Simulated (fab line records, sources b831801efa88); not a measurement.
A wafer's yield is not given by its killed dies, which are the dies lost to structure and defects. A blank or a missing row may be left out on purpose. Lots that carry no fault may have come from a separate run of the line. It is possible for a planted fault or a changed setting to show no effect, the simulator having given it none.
Comparing a struck lot with a sound one + flow sky130 + 17 out of 708 route steps
Sound: these wafers, L695.2, L695.4, L695.5. Struck: wafers L709.3, L709.6 (left out: L709.4, a lot-mate that was not struck); the cause follows at the end.
Order at every step that has rows: each side's tool, ch and its chambers, its first start. Under that, the readings that differ: sound wafers + struck wafers + difference of the means + sigmas: that difference in standard deviations of wafers without a fault.
alike: readings whose means differ by less than 2 such deviations, and words and numbers that are the same on both sides. not compared: withheld readings, readings that some wafer has no value for, bounds like >300 that may hide the same value, and numbers for which the record gives no deviation and whose values overlap.
The two part at a step that has a row with sigmas, a row that says differs or no value, or rows on one side only. Numbers that have no deviation but don't overlap get no sigmas and don't part them. A reading that every wafer of one side lacks parts them only if that side has two wafers or more.

SKY_LDD_P_OVL_MEAS_08:
  sound on overlay-01 at day 20 13:23; struck on overlay-01 at day 25 03:25
  alike: LDD_P_OVL
after that, 1 step had no rows for these wafers: SKY_LDD_P_IMPLANT_09.
SKY_LDD_P_STRIP_10: strips in O2/N2.
  sound on plasma-asher-02 ch 0,1, day 20 13:34; struck on plasma-asher-03 ch 0, day 25 03:37
  alike: drypump-motor-current-A, oes-product-au, strip-time-to-endpoint-s
  not compared: rf-hours-counter-h
SKY_LDD_P_TW_MEAS_11:
  sound on film-metro-01 at day 20 13:41; struck on film-metro-03 at day 25 03:43
  alike: LDD_P_TW
then, 7 steps without rows for these wafers: SKY_LDD_HVN_DEHYDRATE_00 (time 60 s); SKY_LDD_HVN_HMDS_01 (prime time 60 s); SKY_LDD_HVN_COAT_02 (resist thk 300 nm); SKY_LDD_HVN_SOFTBAKE_03 (time 60 s); SKY_LDD_HVN_EXPOSE_04 (exposes mask HVNTM, target cd 700 nm); SKY_LDD_HVN_PEB_05; SKY_LDD_HVN_DEVELOP_06 (develop time 60 s).
SKY_LDD_HVN_OVL_MEAS_07:
  sound on overlay-02 at day 21 19:25; struck on overlay-02 at day 26 08:44
  alike: LDD_HVN_OVL
SKY_LDD_HVN_IMPLANT_08:
  sound on implanter-03 ch 0, day 21 19:29; struck on implanter-03 ch 0, day 26 08:48
  alike: dose-ions-cm2
SKY_LDD_HVN_STRIP_09: strips in O2/N2.
  sound on plasma-asher-04 ch 1, day 21 19:36; struck on plasma-asher-03 ch 0, day 26 08:56
| reading                     | sound          | struck    | difference | sigmas |
|-----------------------------|----------------|-----------|------------|--------|
| drypump-motor-current-A (A) | 5.79 5.81 5.77 | 5.28 5.29 | -0.50      | -3     |
  alike: oes-product-au, strip-time-to-endpoint-s
  not compared: rf-hours-counter-h
SKY_LDD_HVN_TW_MEAS_10:
  sound on film-metro-04 at day 21 19:43; struck on film-metro-01 at day 26 09:01
| reading    | sound          | struck    | difference | sigmas |
|------------|----------------|-----------|------------|--------|
| LDD_HVN_TW | 1417 1428 1421 | 1365 1365 | -57        | -8     |
then, 1 step without rows for these wafers: SKY_LDD_HVP_DEHYDRATE_00 (time 60 s).
-- record jumps: 24 days separate the struck wafers' starts on either side; left off in module LDD_HVP, taken up again in module PAD_OPEN, whose first shown step is the route's number 708 --
SKY_PAD_OPEN_PROBE_99:
  sound on prober-02 at day 46 19:29; struck on prober-02 at day 49 23:25
| reading                                        | sound                | struck        | difference | sigmas |
|------------------------------------------------|----------------------|---------------|------------|--------|
| model.etest.tip_n_5v.rs-ohm-sq                 | 1398 1401 1403       | 1629 1631     | +229       |        |
| model.etest.tip_n_5v.rs-ohm-sq-range           | 22.81 30.5 20.56     | 238.4 235.6   | +212.4     |        |
| model.etest.tip_n_5v.rs-ohm-sq-rim-less-centre | 2.389 -16.82 10.06   | -116.7 -88.89 | -101.3     |        |
| model.etest.nfet-g5v0d10v5.r-on-ohm-um         | 1910 1916 1917       | 1937 1929     | +19        |        |
| model.etest.nfet-g5v0d10v5.vt-sat-v (V)        | 0.7771 0.7704 0.7713 | 0.7902 0.7789 | +0.0116    |        |
  alike: killed_at_M0_to_M3, killed_at_M4_up, killed-at-contacts, killed-at-front-end, killed-at-other, killed-dies, killed-open, killed-short
  not compared: model.etest.nfet-g5v0d10v5.vt-v-range

## WHERE THEY PART
First at SKY_LDD_HVN_STRIP_09; last, within this record, at SKY_LDD_HVN_TW_MEAS_10. Later steps at which nothing parts them and some readings are alike: SKY_PAD_OPEN_PROBE_99.

WHY: what had been put in by the simulator
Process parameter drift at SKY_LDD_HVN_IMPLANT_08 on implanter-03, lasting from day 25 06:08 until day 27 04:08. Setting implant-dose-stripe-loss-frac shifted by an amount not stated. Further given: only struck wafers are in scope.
